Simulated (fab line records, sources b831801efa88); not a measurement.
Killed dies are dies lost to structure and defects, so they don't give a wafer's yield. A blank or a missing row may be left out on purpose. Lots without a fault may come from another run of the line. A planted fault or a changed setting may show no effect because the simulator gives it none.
Chamber matching | flow sky130 | SKY_VIA3_CMP_02 on cmp-01: 4 sister chambers
The step polishes SiO2. 14 wafers are shown with their chamber, then 6 later ones without.

WAFERS WITH THEIR CHAMBER
wafer  | chamber | motor_current_A (A) | head_pressure_psi (psi)
L794.2 | 0       | 13.9                | 4.012
L794.3 | 2       | 13.9                | 4.005
L794.6 | 1       | 11.3                | 4.018
L796.1 | 3       | 12.4                | 4.000
L796.2 | 2       | 14.1                | 3.976
L796.3 | 0       | 13.1                | 3.994
L797.1 | 0       | 12.6                | 3.991
L797.2 | 1       | 10.4                | 3.998
L797.4 | 3       | 11.8                | 4.006
L805.2 | 2       | 13.5                | 4.011
L805.4 | 1       | 11.0                | 4.006
L805.5 | 2       | 14.7                | 4.012
L809.1 | 3       | 11.9                | 3.994
L809.2 | 2       | 13.3                | 3.985

SIGNATURES (means of the wafers above)
reading           | chamber 0 | chamber 1 | chamber 2 | chamber 3 | scatter within a chamber
motor_current_A   | 13.200    | 10.900    | 13.900    | 12.033    | 0.518
head_pressure_psi | 3.99900   | 4.00733   | 3.99780   | 4.00000   | 0.0126
Rule: a wafer's distance from a chamber is the root of the sum, over the readings, of the square of ((its reading less the chamber's mean) divided by the reading's scatter). The wafer belongs to the nearest chamber; if the next one is less than 2 further off, it can't be placed. The scatter: the root of (the sum of the squares of (reading less its chamber's mean) over the shown wafers, divided by (wafers less chambers)).

WAFERS WITHOUT THEIR CHAMBER
wafer  | motor_current_A (A) | head_pressure_psi (psi)
L809.4 | 10.8                | 3.995
L808.3 | 11.4                | 4.002
L808.4 | 13.9                | 4.009
L811.1 | 11.8                | 3.995
L811.3 | 13.6                | 3.993
L811.5 | 11.6                | 4.005

WHICH CHAMBER EACH WENT THROUGH
wafer  | from the rows above     | in truth
L809.4 | can't be placed: 1 or 3 | 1
L808.3 | can't be placed: 1 or 3 | 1
L808.4 | can't be placed: 2 or 0 | 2
L811.1 | can't be placed: 3 or 1 | 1
L811.3 | can't be placed: 2 or 0 | 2
L811.5 | can't be placed: 3 or 1 | 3
Placed correctly: 0 of 6. Can't be placed from these rows: 6 (the true chamber is among the candidates in 6). Placed wrongly: 0.
